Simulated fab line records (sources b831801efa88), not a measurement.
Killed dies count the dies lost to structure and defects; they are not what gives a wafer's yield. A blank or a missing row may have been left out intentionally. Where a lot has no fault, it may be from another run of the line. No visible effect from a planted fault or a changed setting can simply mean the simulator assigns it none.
fab line records -- flow sky130
record lots=6, wafers=18, lastDay=50
route steps=708 shown VIA1@473 METAL2@483
lots that met no fault: from a run of the same line without faults
startH: hours from the record's first day to the start of the lot's first wafer shown -- waitH: hours since the lot's step before -- " as in the row above -- L1.1+2: several wafers, shown together as one row -- - no value, or no start given -- * or withheld: withheld -- < > ~ a bound
route shown NAME@n: NAME is a module with steps in the file, n the number in the route of the first one -- usual: average and standard deviation across the fault-free wafers -- same: alike in all rows -- chamber/n: place in a boat -- sites: the reading at each site -- _std_site: their standard deviation -- _edge_site: the outer-site mean with the inner-site mean subtracted -- radiusMm: how far each site lies from the wafer's centre -- mask NAME#n: copy n -- behind: the tool/chamber that last shaped the wafer -- hold: what put the lot on hold/how long, in hours/how the hold closed -- device: the n, p or np transistor that did not switch -- end of line: tests run on the same wafers once the route is complete -- where a step has no rows: the recipe by itself -- killed: dies that structure and defects cost at the first sort, which is not the same as the wafer's yield -- map: dies across one wafer; x = killed, . = not, _ = none there
set.NAME: the setting as run; set.NAME@STEP: as run at that earlier step -- model.NAME: the simulator's own value behind a step, which no gauge read
a table for each step, a row for each wafer; lots at some steps of the route
services: the hour from which a tool's chamber was out of use, counted from the record's first day as startH (under 0 if before that day), plus the number of hours and why
## steps
# step SKY_VIA1_ETCH_15
# recipe target=SiO2, chemistry=C4F8/O2/Ar, targetDepthNm=351, stopOn=TiN, maskMaterial=KrF-thick, sourceW=1500, biasW=1200, pressureMtorr=40, c4f8FlowSccm=withheld, O2_flow_sccm=6, Ar_flow_sccm=300, timeS=54
# step SKY_VIA1_STRIP_16
# recipe chemistry=O2/N2, powerW=1400, pressureMtorr=1500, platenTempC=withheld, o2FlowSccm=3000, n2FlowSccm=300, overashFraction=0.5
# usual drypumpMotorCurrentA=5.69/0.29, oesProductAu=0.415/0.0041, stripTimeToEndpointS=4.457/0.02
# same overashFraction=0.5
lot.wafer,tool,chamber,startH,waitH,drypumpMotorCurrentA,oesProductAu,rfHoursCounterH,stripTimeToEndpointS
L670.1,plasmaAsher-03,1,818.71,0.0,5.70,0.414,96,4.462
L670.4,plasmaAsher-03,0,818.71,0.0,5.99,0.411,-,4.442
L670.6,plasmaAsher-03,0,818.71,0.0,6.00,0.411,-,4.452
L669.1,plasmaAsher-03,1,820.69,0.0,5.70,0.412,96,4.463
L669.2,plasmaAsher-03,0,820.69,0.0,5.94,0.414,96,4.458
L669.6,plasmaAsher-03,0,820.69,0.0,5.94,0.418,-,4.450
L678.2,plasmaAsher-03,0,876.55,0.0,5.97,0.419,101,4.457
L678.3,plasmaAsher-03,0,876.55,0.0,5.99,0.409,-,4.457
L678.5,plasmaAsher-03,1,876.55,0.0,5.66,0.417,-,4.468
L679.2,plasmaAsher-04,0,883.89,0.0,5.34,0.412,14,4.441
L679.4,plasmaAsher-04,1,883.89,0.0,5.64,0.411,-,4.428
L679.6,plasmaAsher-04,1,883.89,0.0,5.67,0.417,-,4.483
L690.1,plasmaAsher-02,1,956.61,0.0,5.24,0.413,53,4.462
L690.2,plasmaAsher-02,0,956.61,0.0,6.36,0.415,53,4.464
L690.3,plasmaAsher-02,0,956.61,0.0,6.35,0.413,-,4.440
L691.2,plasmaAsher-04,0,964.45,0.0,5.30,0.419,22,4.492
L691.5,plasmaAsher-04,0,964.45,0.0,5.32,0.404,-,4.479
L691.6,plasmaAsher-04,1,964.45,0.0,5.65,0.421,-,4.483
# step SKY_VIA1_STRIP_17
# recipe chemistry=postEtchResidueRemover, timeS=1200, tempC=72.5
# step SKY_VIA1_CLEAN_18
# recipe chemistry=IPA, timeS=180, tempC=25
# step SKY_VIA1_CLEAN_19
# recipe chemistry=O3/DIW, dry=n2Spin
# step SKY_VIA1_SPUTTER_20
# recipe material=TiN, targetThkNm=20, chamberPressurePa=5, powerW=4000, timeS=80
# step SKY_VIA1_CVD_21
# recipe material=W, targetThkNm=270, timeS=80.902, tempC=400, pressureTorr=40
# step SKY_VIA1_RS_MEAS_22
# recipe thkMeasGauge=four-point-probe, reads=W_of_VIA1_CVD_21+TiN_of_VIA1_SPUTTER_20
# usual VIA1_W_RS=0.426/0.0065
lot.wafer,tool,chamber,startH,waitH,VIA1_W_RS[ohm/sq]
L670.1,filmMetro-03,-,819.45,0.1,0.431
L670.4,filmMetro-03,-,819.45,0.1,0.428
L670.6,filmMetro-03,-,819.45,0.1,0.433
L669.1,filmMetro-02,-,821.47,0.1,0.430
L669.2,filmMetro-02,-,821.47,0.1,0.414
L669.6,filmMetro-02,-,821.47,0.1,0.414
L678.2,filmMetro-02,-,877.32,0.1,0.423
L678.3,filmMetro-02,-,877.32,0.1,0.429
L678.5,filmMetro-02,-,877.32,0.1,0.427
L679.2,filmMetro-03,-,884.70,0.1,0.416
L679.4,filmMetro-03,-,884.70,0.1,0.414
L679.6,filmMetro-03,-,884.70,0.1,0.425
L690.1,filmMetro-01,-,957.36,0.1,0.419
L690.2,filmMetro-01,-,957.36,0.1,0.433
L690.3,filmMetro-01,-,957.36,0.1,0.420
L691.2,filmMetro-03,-,965.21,0.1,0.422
L691.5,filmMetro-03,-,965.21,0.1,0.424
L691.6,filmMetro-03,-,965.21,0.1,0.415
# step SKY_VIA1_THK_MEAS_23
# recipe thkMeasGauge=xrf, reads=W_of_VIA1_CVD_21
# usual VIA1_W_THK=267/4.7
lot.wafer,tool,chamber,startH,waitH,VIA1_W_THK[nm]
L670.1,filmMetro-03,-,819.57,0.1,267
L670.4,filmMetro-03,-,819.57,0.1,269
L670.6,filmMetro-03,-,819.57,0.1,266
L669.1,filmMetro-02,-,821.59,0.1,265
L669.2,filmMetro-02,-,821.59,0.1,274
L669.6,filmMetro-02,-,821.59,0.1,274
L678.2,filmMetro-02,-,877.43,0.1,266
L678.3,filmMetro-02,-,877.43,0.1,262
L678.5,filmMetro-02,-,877.43,0.1,265
L679.2,filmMetro-03,-,884.81,0.1,277
L679.4,filmMetro-03,-,884.81,0.1,276
L679.6,filmMetro-03,-,884.81,0.1,270
L690.1,filmMetro-01,-,957.48,0.1,270
L690.2,filmMetro-01,-,957.48,0.1,262
L690.3,filmMetro-01,-,957.48,0.1,269
L691.2,filmMetro-03,-,965.32,0.1,273
L691.5,filmMetro-03,-,965.32,0.1,271
L691.6,filmMetro-03,-,965.32,0.1,277
# step SKY_VIA1_CMP_24
# recipe stopOn=SiO2, tOverpolishS=15, downForcePsi=3.5, platenRpm=60, targetThkNm=0, padVelocityMS=0.94248
# usual motorCurrentA=10.8/0.97, overpolishRunS=14.999/0.0082, platenRpm=60.01/0.042, timeToEndpointS=66.4/2.9
lot.wafer,tool,chamber,startH,waitH,motorCurrentA,overpolishRunS,platenRpm,timeToEndpointS
L670.1,cmp-02,2,819.73,0.1,9.8,15.002,60.02,69.9
L670.4,cmp-02,3,819.73,0.1,10.3,15.006,60.00,67.2
L670.6,cmp-02,0,819.73,0.1,10.5,15.006,59.99,69.2
L669.1,cmp-01,0,821.65,0.1,12.2,14.997,60.02,61.5
L669.2,cmp-01,1,821.65,0.1,10.4,15.002,59.98,68.7
L669.6,cmp-01,1,821.65,0.1,10.1,14.995,60.13,67.7
L678.2,cmp-02,2,877.48,0.0,9.8,14.988,60.00,67.3
L678.3,cmp-02,0,877.48,0.0,10.8,15.001,60.02,66.6
L678.5,cmp-02,3,877.48,0.0,10.1,15.005,59.95,64.5
L679.2,cmp-02,1,884.86,0.0,10.5,14.999,60.02,68.3
L679.4,cmp-02,0,884.86,0.0,10.5,14.998,60.03,70.6
L679.6,cmp-02,1,884.86,0.0,10.7,15.001,60.02,69.5
L690.3,cmp-01,1,957.54,0.0,10.8,14.992,60.03,65.2
L690.1,cmp-01,2,957.54,0.0,12.0,15.014,60.01,62.7
L690.2,cmp-01,3,957.54,0.0,10.9,15.009,59.97,62.9
L691.2,cmp-02,2,965.42,0.1,9.3,15.004,60.09,66.9
L691.6,cmp-02,1,965.42,0.1,10.4,15.011,59.97,70.3
L691.5,cmp-02,2,965.42,0.1,9.5,15.001,60.00,66.6
# step SKY_METAL2_SPUTTER_00
# recipe material=Ti, targetThkNm=15, powerW=3000, timeS=10, chamberPressurePa=0.4
# usual cathodeDcPowerW=3000.0/0.6, throttleValvePct=30.2/1.5
lot.wafer,tool,chamber,startH,waitH,cathodeDcPowerW,throttleValvePct
L670.1,pvdSputter-04,-,819.93,0.1,3000.1,29.8
L670.4,pvdSputter-04,-,819.93,0.1,3000.0,28.3
L670.6,pvdSputter-04,-,819.93,0.1,3000.1,28.2
L669.1,pvdSputter-03,-,821.95,0.2,3000.7,31.5
L669.2,pvdSputter-03,-,821.95,0.2,2999.6,29.0
L669.6,pvdSputter-03,-,821.95,0.2,3000.9,29.5
L678.2,pvdSputter-04,-,877.78,0.2,2999.3,29.9
L678.3,pvdSputter-04,-,877.78,0.2,2999.9,29.6
L678.5,pvdSputter-04,-,877.78,0.2,3000.6,29.5
L679.2,pvdSputter-04,-,885.16,0.2,2999.5,28.3
L679.4,pvdSputter-04,-,885.16,0.2,2999.2,29.7
L679.6,pvdSputter-04,-,885.16,0.2,2999.0,30.0
L690.1,pvdSputter-04,-,957.84,0.2,2999.2,28.3
L690.2,pvdSputter-04,-,957.84,0.2,3000.4,32.0
L690.3,pvdSputter-04,-,957.84,0.2,3000.8,29.7
L691.2,pvdSputter-01,-,965.67,0.2,2999.9,27.6
L691.5,pvdSputter-01,-,965.67,0.2,3000.9,27.7
L691.6,pvdSputter-01,-,965.67,0.2,3000.2,31.3
# step SKY_METAL2_SPUTTER_01
# recipe material=TiN, targetThkNm=20, powerW=6500, timeS=16.7, chamberPressurePa=0.4
# step SKY_METAL2_SPUTTER_02
# recipe material=AlCu, targetThkNm=250, powerW=10600, timeS=13.3, chamberPressurePa=0.4
# usual cathodeDcPowerW=10600/1.9, throttleValvePct=30.2/1.5
lot.wafer,tool,chamber,startH,waitH,cathodeDcPowerW,throttleValvePct,model.AlCu_of_METAL2_SPUTTER_02.thkNm
L670.1,pvdSputter-04,-,819.98,0.0,10601,29.7,246.9
L670.4,pvdSputter-04,-,819.98,0.0,10600,28.4,248.8
L670.6,pvdSputter-04,-,819.98,0.0,10598,28.5,246.7
L669.1,pvdSputter-03,-,821.99,0.0,10600,31.3,251.8
L669.2,pvdSputter-03,-,821.99,0.0,10596,29.3,247.8
L669.6,pvdSputter-03,-,821.99,0.0,10601,29.7,250.8
L678.2,pvdSputter-04,-,877.83,0.0,10603,30.1,251.9
L678.3,pvdSputter-04,-,877.83,0.0,10600,29.4,460.7
L678.5,pvdSputter-04,-,877.83,0.0,10601,29.9,251.5
L679.2,pvdSputter-04,-,885.20,0.0,10602,28.3,252
L679.4,pvdSputter-04,-,885.20,0.0,10603,29.5,253.7
L679.6,pvdSputter-04,-,885.20,0.0,10598,30.0,463.4
L690.1,pvdSputter-04,-,957.88,0.0,10600,28.3,245.8
L690.2,pvdSputter-04,-,957.88,0.0,10600,31.9,247.6
L690.3,pvdSputter-04,-,957.88,0.0,10601,29.6,248.6
L691.2,pvdSputter-01,-,965.72,0.0,10604,27.7,247.7
L691.5,pvdSputter-01,-,965.72,0.0,10598,27.7,248.8
L691.6,pvdSputter-01,-,965.72,0.0,10600,31.2,248.6
# step SKY_METAL2_SPUTTER_03
# recipe material=Ti, targetThkNm=5, powerW=3000, timeS=3.3, chamberPressurePa=0.4
# usual cathodeDcPowerW=3000.0/0.57, throttleValvePct=30.2/1.5
lot.wafer,tool,chamber,startH,waitH,cathodeDcPowerW,throttleValvePct
L670.1,pvdSputter-04,-,820.01,0.0,3000.4,29.5
L670.4,pvdSputter-04,-,820.01,0.0,3000.4,28.4
L670.6,pvdSputter-04,-,820.01,0.0,2999.4,28.0
L669.1,pvdSputter-03,-,822.02,0.0,2998.8,31.2
L669.2,pvdSputter-03,-,822.02,0.0,2999.9,29.1
L669.6,pvdSputter-03,-,822.02,0.0,2999.9,29.9
L678.2,pvdSputter-04,-,877.85,0.0,2999.3,29.8
L678.3,pvdSputter-04,-,877.85,0.0,3000.2,29.6
L678.5,pvdSputter-04,-,877.85,0.0,3000.2,29.4
L679.2,pvdSputter-04,-,885.23,0.0,2999.7,28.7
L679.4,pvdSputter-04,-,885.23,0.0,3000.5,29.8
L679.6,pvdSputter-04,-,885.23,0.0,3000.4,29.6
L690.1,pvdSputter-04,-,957.91,0.0,2999.1,28.6
L690.2,pvdSputter-04,-,957.91,0.0,2999.7,31.8
L690.3,pvdSputter-04,-,957.91,0.0,2999.9,29.6
L691.2,pvdSputter-01,-,965.74,0.0,3000.4,27.8
L691.5,pvdSputter-01,-,965.74,0.0,2999.8,27.5
L691.6,pvdSputter-01,-,965.74,0.0,3000.2,30.9
# step SKY_METAL2_SPUTTER_04
# recipe material=TiN, targetThkNm=70, powerW=6500, timeS=58.3, chamberPressurePa=0.4
# step SKY_METAL2_RS_MEAS_05
# recipe thkMeasGauge=four-point-probe, reads=TiN_of_METAL2_SPUTTER_04+Ti_of_METAL2_SPUTTER_03+AlCu_of_METAL2_SPUTTER_02+TiN_of_METAL2_SPUTTER_01+Ti_of_METAL2_SPUTTER_00
# usual METAL2_ALCU_RS=0.1267/0.0014
lot.wafer,tool,chamber,startH,waitH,METAL2_ALCU_RS[ohm/sq]
L670.1,filmMetro-04,-,820.07,0.0,0.1286
L670.4,filmMetro-04,-,820.07,0.0,0.1273
L670.6,filmMetro-04,-,820.07,0.0,0.1287
L669.1,filmMetro-01,-,822.09,0.0,0.1257
L669.2,filmMetro-01,-,822.09,0.0,0.1279
L669.6,filmMetro-01,-,822.09,0.0,0.1266
L678.2,filmMetro-04,-,877.94,0.0,0.1258
L678.3,filmMetro-04,-,877.94,0.0,0.0680
L678.5,filmMetro-04,-,877.94,0.0,0.1259
L679.2,filmMetro-04,-,885.32,0.0,0.1258
L679.4,filmMetro-04,-,885.32,0.0,0.1248
L679.6,filmMetro-04,-,885.32,0.0,0.0675
L690.1,filmMetro-04,-,957.98,0.0,0.1286
L690.2,filmMetro-04,-,957.98,0.0,0.1281
L690.3,filmMetro-04,-,957.98,0.0,0.1273
L691.2,filmMetro-04,-,965.83,0.0,0.1282
L691.5,filmMetro-04,-,965.83,0.0,0.1274
L691.6,filmMetro-04,-,965.83,0.0,0.1274
# step SKY_METAL2_THK_MEAS_06
# recipe thkMeasGauge=xrf, reads=AlCu_of_METAL2_SPUTTER_02
# usual METAL2_ALCU_THK=253.5/2.7
lot.wafer,tool,chamber,startH,waitH,METAL2_ALCU_THK[nm]
L670.1,filmMetro-04,-,820.19,0.1,251.8
L670.4,filmMetro-04,-,820.19,0.1,253.0
L670.6,filmMetro-04,-,820.19,0.1,250.2
L669.1,filmMetro-01,-,822.21,0.1,255.7
L669.2,filmMetro-01,-,822.21,0.1,253.4
L669.6,filmMetro-01,-,822.21,0.1,254.9
L678.2,filmMetro-04,-,878.05,0.1,255.3
L678.3,filmMetro-04,-,878.05,0.1,464.4
L678.5,filmMetro-04,-,878.05,0.1,254.0
L679.2,filmMetro-04,-,885.43,0.1,254.7
L679.4,filmMetro-04,-,885.43,0.1,255.4
L679.6,filmMetro-04,-,885.43,0.1,468.8
L690.1,filmMetro-04,-,958.10,0.1,249.7
L690.2,filmMetro-04,-,958.10,0.1,249.1
L690.3,filmMetro-04,-,958.10,0.1,252.7
L691.2,filmMetro-04,-,965.94,0.1,252.0
L691.5,filmMetro-04,-,965.94,0.1,252.8
L691.6,filmMetro-04,-,965.94,0.1,250.2
# step SKY_METAL2_DEHYDRATE_07
# recipe tempC=200, timeS=60
# step SKY_METAL2_HMDS_08
# recipe primeTimeS=60, primeTempC=120
# step SKY_METAL2_COAT_09
# recipe resist=BARC, tempC=withheld, timeS=withheld, spinRpm=3000, resistThkNm=60
# step SKY_METAL2_COAT_10
# recipe resist=KrF-thick, spinRpm=3000, resistThkNm=450
# step SKY_METAL2_SOFTBAKE_11
# recipe tempC=100, timeS=90, resist=KrF-thick
# step SKY_METAL2_EXPOSE_12
# recipe maskId=MM2, na=0.8, sourceShape=annular, sigmaInner=0.55, sigmaOuter=0.85, targetCdNm=140, doseMj=28
# step SKY_METAL2_PEB_13
# recipe pebTempC=withheld, pebTimeS=withheld, resist=KrF-thick
# step SKY_METAL2_DEVELOP_14
# recipe developTimeS=60, resist=KrF-thick, devTempC=21
# step SKY_METAL2_CD_MEAS_15
# recipe targetCdNm=140
# usual cdNm=139.3/1.6
lot.wafer,tool,chamber,startH,waitH,cdNm
L670.1,cdSem-01,-,847.65,-,137.3
L670.4,cdSem-01,-,847.65,-,136.5
L670.6,cdSem-01,-,847.65,-,137.4
L669.1,cdSem-01,-,848.53,-,141.7
L669.2,cdSem-01,-,848.53,-,141.1
L669.6,cdSem-01,-,848.53,-,140.5
L678.2,cdSem-01,-,903.33,-,138.2
L678.3,cdSem-01,-,903.33,-,138.2
L678.5,cdSem-01,-,903.33,-,137.0
L679.2,cdSem-01,-,909.87,-,140.5
L679.4,cdSem-01,-,909.87,-,140.2
L679.6,cdSem-01,-,909.87,-,138.5
L690.1,cdSem-02,-,981.90,-,138.4
L690.2,cdSem-02,-,981.90,-,139.7
L690.3,cdSem-02,-,981.90,-,139.6
L691.2,cdSem-02,-,988.87,-,136.6
L691.5,cdSem-02,-,988.87,-,136.4
L691.6,cdSem-02,-,988.87,-,137.3
# step SKY_METAL2_OVL_MEAS_16
# usual METAL2_OVL=4/5.5
lot.wafer,tool,chamber,startH,waitH,METAL2_OVL[nm]
L670.1,overlay-02,-,847.77,0.1,-6
L670.4,overlay-02,-,847.77,0.1,2
L670.6,overlay-02,-,847.77,0.1,-3
L669.1,overlay-02,-,848.65,0.1,2
L669.2,overlay-02,-,848.65,0.1,5
L669.6,overlay-02,-,848.65,0.1,7
L678.2,overlay-01,-,903.44,0.1,2
L678.3,overlay-01,-,903.44,0.1,6
L678.5,overlay-01,-,903.44,0.1,5
L679.2,overlay-01,-,909.98,0.1,0
L679.4,overlay-01,-,909.98,0.1,-1
L679.6,overlay-01,-,909.98,0.1,5
L690.1,overlay-01,-,982.02,0.1,3
L690.2,overlay-01,-,982.02,0.1,6
L690.3,overlay-01,-,982.02,0.1,-3
L691.2,overlay-01,-,988.98,0.1,-8
L691.5,overlay-01,-,988.98,0.1,4
L691.6,overlay-01,-,988.98,0.1,3
# step SKY_METAL2_DESCUM_17
# recipe chemistry=O2, sourcePowerW=150, biasPowerW=0, pressureMtorr=10, tempC=40, timeS=8
# step SKY_METAL2_ETCH_18
# recipe chemistry=N2/H2, target=BARC, ionEnergyEv=200, biasW=100, pressureMtorr=30, n2FlowSccm=100, h2FlowSccm=200, icpW=500, stopOn=SiO2, timeS=45.9, targetDepthA=600
# usual biasW=100.0/0.3, drypumpMotorCurrentA=5.8/0.39, oesProductAu=0.856/0.0049, rfFwdPowerW=495.0/1.8, throttleValvePct=13.226/0.0091
lot.wafer,tool,chamber,startH,waitH,biasW,drypumpMotorCurrentA,oesProductAu,rfFwdPowerW,rfHoursCounterH,throttleValvePct
L670.1,rieMetal-04,0,847.84,0.0,99.8,5.6,0.859,496.1,4,13.222
L670.4,rieMetal-04,1,847.84,0.0,99.8,5.1,0.859,493.1,-,13.225
L670.6,rieMetal-04,0,847.84,0.0,99.6,5.6,0.853,493.9,-,13.229
L669.1,rieMetal-03,1,848.72,0.0,99.8,6.2,0.844,496.1,1,13.218
L669.2,rieMetal-03,0,848.72,0.0,100.3,5.4,0.847,495.8,4,13.224
L669.6,rieMetal-03,1,848.72,0.0,100.0,6.2,0.853,493.4,-,13.224
L678.2,rieMetal-01,0,903.50,0.0,100.2,5.9,0.854,492.7,8,13.228
L678.3,rieMetal-01,1,903.50,0.0,99.8,6.2,0.857,495.5,-,13.218
L678.5,rieMetal-01,1,903.50,0.0,100.4,6.1,0.855,494.3,-,13.229
L679.2,rieMetal-01,0,910.04,0.0,99.4,5.9,0.862,495.0,8,13.242
L679.4,rieMetal-01,0,910.04,0.0,99.7,5.9,0.850,496.9,-,13.236
L679.6,rieMetal-01,1,910.04,0.0,100.0,6.1,0.848,496.1,-,13.216
L690.1,rieMetal-03,1,982.09,0.0,100.1,6.2,0.856,496.0,6,13.221
L690.2,rieMetal-03,0,982.09,0.0,99.6,5.4,0.862,495.0,10,13.224
L690.3,rieMetal-03,0,982.09,0.0,99.3,5.4,0.854,496.7,-,13.234
L691.2,rieMetal-01,1,989.04,0.0,100.4,6.2,0.856,494.5,17,13.227
L691.5,rieMetal-01,1,989.04,0.0,100.1,6.1,0.841,493.5,-,13.223
L691.6,rieMetal-01,0,989.04,0.0,100.2,5.9,0.847,494.7,-,13.229
# step SKY_METAL2_METAL_ETCH_19
# recipe targetDepthA=3600, stopOn=SiO2, overEtchFrac=0.3, timeS=78, chemistry=Cl2/BCl3, resistSidewallDeg=88, pressureMtorr=10, icpW=900, biasW=48.5, Cl2_flow_sccm=60, bcl3FlowSccm=30
# usual biasW=48.50/0.14, drypumpMotorCurrentA=5.8/0.39, oesProductAu=0.854/0.0061, rfFwdPowerW=894/3.4, throttleValvePct=22.264/0.0086
lot.wafer,tool,chamber,startH,waitH,biasW,drypumpMotorCurrentA,oesProductAu,rfFwdPowerW,rfHoursCounterH,throttleValvePct
L670.1,rieMetal-04,0,847.90,0.0,48.42,5.6,0.852,891,4,22.272
L670.4,rieMetal-04,1,847.90,0.0,48.34,5.1,0.851,892,-,22.257
L670.6,rieMetal-04,0,847.90,0.0,48.69,5.6,0.844,893,-,22.261
L669.1,rieMetal-03,1,848.78,0.0,48.24,6.2,0.864,898,1,22.248
L669.2,rieMetal-03,0,848.78,0.0,48.66,5.4,0.858,894,4,22.259
L669.6,rieMetal-03,1,848.78,0.0,48.28,6.2,0.851,894,-,22.260
L678.2,rieMetal-01,0,903.57,0.0,48.47,5.9,0.861,895,8,22.257
L678.3,rieMetal-01,1,903.57,0.0,48.68,6.1,0.988,898,-,22.251
L678.5,rieMetal-01,1,903.57,0.0,48.53,6.1,0.849,900,-,22.259
L679.2,rieMetal-01,0,910.10,0.0,48.77,5.9,0.857,893,8,22.266
L679.4,rieMetal-01,0,910.10,0.0,48.43,5.9,0.864,898,-,22.276
L679.6,rieMetal-01,1,910.10,0.0,48.60,6.1,0.990,898,-,22.272
L690.1,rieMetal-03,1,982.15,0.0,48.63,6.2,0.852,897,6,22.270
L690.2,rieMetal-03,0,982.15,0.0,48.70,5.4,0.853,895,10,22.250
L690.3,rieMetal-03,0,982.15,0.0,48.45,5.4,0.850,898,-,22.267
L691.2,rieMetal-01,1,989.10,0.0,48.48,6.1,0.856,894,17,22.250
L691.5,rieMetal-01,1,989.10,0.0,48.35,6.1,0.852,896,-,22.282
L691.6,rieMetal-01,0,989.10,0.0,48.42,5.9,0.851,896,-,22.261
# step SKY_METAL2_STRIP_20
# recipe chemistry=O2/N2, powerW=1400, pressureMtorr=1500, platenTempC=withheld, o2FlowSccm=3000, n2FlowSccm=300, overashFraction=0.5
## services
tool,chamber,startH,hours,kind
plasmaAsher-02,-,797.45,2.8,pm
cmp-01,-,853.36,0.3,repair
rieMetal-03,0,856.76,10.4,repair
plasmaAsher-03,-,870.19,6.1,repair
pvdSputter-01,-,882.35,0.6,repair
pvdSputter-03,-,882.81,15.7,repair
plasmaAsher-02,-,883.86,8.6,repair
plasmaAsher-02,-,884.26,3.9,repair
pvdSputter-03,-,884.85,2.9,repair
plasmaAsher-03,-,895.18,1.1,repair
rieMetal-03,1,897.38,2.3,repair
cmp-02,-,907.98,4.4,repair
cmp-02,-,912.37,4.0,pm
cmp-02,-,921.19,4.5,pm
rieMetal-04,1,925.21,2.4,repair
pvdSputter-01,-,932.95,8.8,repair
pvdSputter-01,-,957.74,1.2,repair
pvdSputter-03,-,958.76,12.5,repair
pvdSputter-04,3,962.08,-,consumableReplace:kit
pvdSputter-04,3,962.08,18.0,scheduledDown
cmp-02,-,970.90,11.5,pm
plasmaAsher-03,-,972.97,1.6,repair
rieMetal-04,1,975.93,7.1,repair
pvdSputter-01,-,988.33,20.5,repair
## key
firstSign step=SKY_METAL2_RS_MEAS_05, reading=METAL2_ALCU_RS, direction=down, sigmas=43, usual=0.1267, struck=0.0678
effect step=SKY_METAL2_THK_MEAS_06, reading=METAL2_ALCU_THK, direction=up, sigmas=78, usual=253.5, struck=466.6
effect step=SKY_METAL2_METAL_ETCH_19, reading=oesProductAu, direction=up, sigmas=22, usual=0.854, struck=0.989
modelEffect step=SKY_METAL2_SPUTTER_02, value=AlCu_of_METAL2_SPUTTER_02.thkNm, without=252.9, struck=462
metAt SKY_METAL2_SPUTTER_02
struckWafers L678.3,L679.6
laterRowsLeftOut L678.3,L679.6
sortLeftOut L678.3,L679.6
onsetBetween 819.98 877.83
fault kind=processParameterDrift, tool=pvdSputter-04, chamber=-, onsetH=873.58, steps=SKY_METAL2_SPUTTER_02, channel=targetThkNm, offset=209.13, shape=step, endH=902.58, scope=struckWafersOnly, actsIn=theseRecipesOnly, stated=250
# sortLeftOut: the simulated sort isn't trusted on such a fault, so these wafers' sort isn't shown, and their yield isn't known
# laterRowsLeftOut: the simulator's readings of these wafers behind a module that went badly wrong aren't trusted and aren't shown, but for the sort
